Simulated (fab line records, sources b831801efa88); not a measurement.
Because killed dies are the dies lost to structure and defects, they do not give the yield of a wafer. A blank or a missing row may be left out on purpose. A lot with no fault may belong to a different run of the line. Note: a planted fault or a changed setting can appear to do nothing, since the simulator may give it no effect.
What tool caused it? :: flow sky130 :: Sampling: 11 lots, 33 wafers, 3 of 708 route steps

== WHAT THE GAUGES SHOWED, per wafer ==
SKY_CAP2M_RS_MEAS_03: the measuring method here is four-point-probe.
lot: L498
measured: day 40 18:15
on: film-metro-01
CAP2M_TIN_RS (ohm/sq): 6.96 6.97 6.91

lot: L500
measured: day 40 23:47
on: film-metro-03
CAP2M_TIN_RS (ohm/sq): 6.80 6.79 6.81

lot: L501
measured: day 41 00:19
on: film-metro-02
CAP2M_TIN_RS (ohm/sq): 6.87 6.92 6.83

lot: L503
measured: day 41 02:57
on: film-metro-03
CAP2M_TIN_RS (ohm/sq): 6.93 6.96 7.05

lot: L504
measured: day 41 19:30
on: film-metro-02
CAP2M_TIN_RS (ohm/sq): 6.94 6.93 6.93

lot: L505
measured: day 41 22:40
on: film-metro-03
CAP2M_TIN_RS (ohm/sq): 6.94 6.97 6.94

lot: L508
measured: day 42 14:40
on: film-metro-03
CAP2M_TIN_RS (ohm/sq): 6.86 6.92 6.87

lot: L510
measured: day 43 05:35
on: film-metro-02
CAP2M_TIN_RS (ohm/sq): 6.39 6.34 6.37 6.38 6.35 6.37

lot: L511
measured: day 43 07:05
on: film-metro-02
CAP2M_TIN_RS (ohm/sq): 6.36 6.42 6.38 6.36 6.43 6.37

lot: L516
measured: day 45 07:53
on: film-metro-02
CAP2M_TIN_RS (ohm/sq): 6.82 6.91 6.79

lot: L518
measured: day 45 09:33
on: film-metro-03
CAP2M_TIN_RS (ohm/sq): 6.85 6.88 6.92

== TOOL THAT RAN EACH LOT (tool first, then ch and the chambers of the sampled wafers, then the start) ==
lot: L498
SKY_CAP2M_CVD_00: pecvd-04 ch 0,1, day 40 18:02
SKY_CAP2M_SPUTTER_02: pvd-sputter-02, day 40 18:07

lot: L500
SKY_CAP2M_CVD_00: pecvd-03 ch 0,1, day 40 23:34
SKY_CAP2M_SPUTTER_02: pvd-sputter-02, day 40 23:39

lot: L501
SKY_CAP2M_CVD_00: pecvd-04 ch 0,2, day 41 00:07
SKY_CAP2M_SPUTTER_02: pvd-sputter-04, day 41 00:12

lot: L503
SKY_CAP2M_CVD_00: pecvd-04 ch 0,2, day 41 02:46
SKY_CAP2M_SPUTTER_02: pvd-sputter-03, day 41 02:50

lot: L504
SKY_CAP2M_CVD_00: pecvd-04 ch 0,1,2, day 41 19:19
SKY_CAP2M_SPUTTER_02: pvd-sputter-03, day 41 19:23

lot: L505
SKY_CAP2M_CVD_00: pecvd-01 ch 0,1, day 41 22:26
SKY_CAP2M_SPUTTER_02: pvd-sputter-04, day 41 22:32

lot: L508
SKY_CAP2M_CVD_00: pecvd-01 ch 0,1, day 42 14:26
SKY_CAP2M_SPUTTER_02: pvd-sputter-02, day 42 14:32

lot: L510
SKY_CAP2M_CVD_00: pecvd-04 ch 0,1, day 43 05:23
SKY_CAP2M_SPUTTER_02: pvd-sputter-02, day 43 05:28

lot: L511
SKY_CAP2M_CVD_00: pecvd-01 ch 0,1,2, day 43 06:54
SKY_CAP2M_SPUTTER_02: pvd-sputter-02, day 43 06:59

lot: L516
SKY_CAP2M_CVD_00: pecvd-03 ch 0,1,2, day 45 07:41
SKY_CAP2M_SPUTTER_02: pvd-sputter-04, day 45 07:46

lot: L518
SKY_CAP2M_CVD_00: pecvd-04 ch 0,1, day 45 09:22
SKY_CAP2M_SPUTTER_02: pvd-sputter-03, day 45 09:26
- SKY_CAP2M_CVD_00: deposits SiO2, target thk 15.5 nm.
- SKY_CAP2M_SPUTTER_02: material TiN, target thk 200 nm, time 166.7 s.

== THE ANSWER, worked out from the rows above alone ==
Rule: the lots themselves supply what counts as usual. Put in order of their means at a reading, lots are off if they are a third of the lots or fewer, leave a main group of 4 or more, and stand apart from it by a gap of 3 or more times the standard deviation of the main group's means; of several such gaps the widest counts. The tables above print the reading to a certain number of digits; a main group whose means all agree to those digits is not used. Also off: a lot with no number at a reading for which 4 or more lots have one. The other lots that the step has rows for count as sound.
Off: L510, L511, seen at SKY_CAP2M_RS_MEAS_03 (CAP2M_TIN_RS). The main group has a mean of 6.90 ohm/sq with a standard deviation of 0.055.
If a tool, at a process step before that reading, ran all the lots that are off and no sound lot after the first of them, it fits. The gauges at SKY_CAP2M_RS_MEAS_03 are tried like those tools. One candidate fits, namely pvd-sputter-02 at SKY_CAP2M_SPUTTER_02. A fault onset in the window from L508 (day 42 14:32, its last sound lot) to L510 (day 43 05:28, its first lot off) fits.

== WHAT THE SIMULATOR HAD INSERTED ==
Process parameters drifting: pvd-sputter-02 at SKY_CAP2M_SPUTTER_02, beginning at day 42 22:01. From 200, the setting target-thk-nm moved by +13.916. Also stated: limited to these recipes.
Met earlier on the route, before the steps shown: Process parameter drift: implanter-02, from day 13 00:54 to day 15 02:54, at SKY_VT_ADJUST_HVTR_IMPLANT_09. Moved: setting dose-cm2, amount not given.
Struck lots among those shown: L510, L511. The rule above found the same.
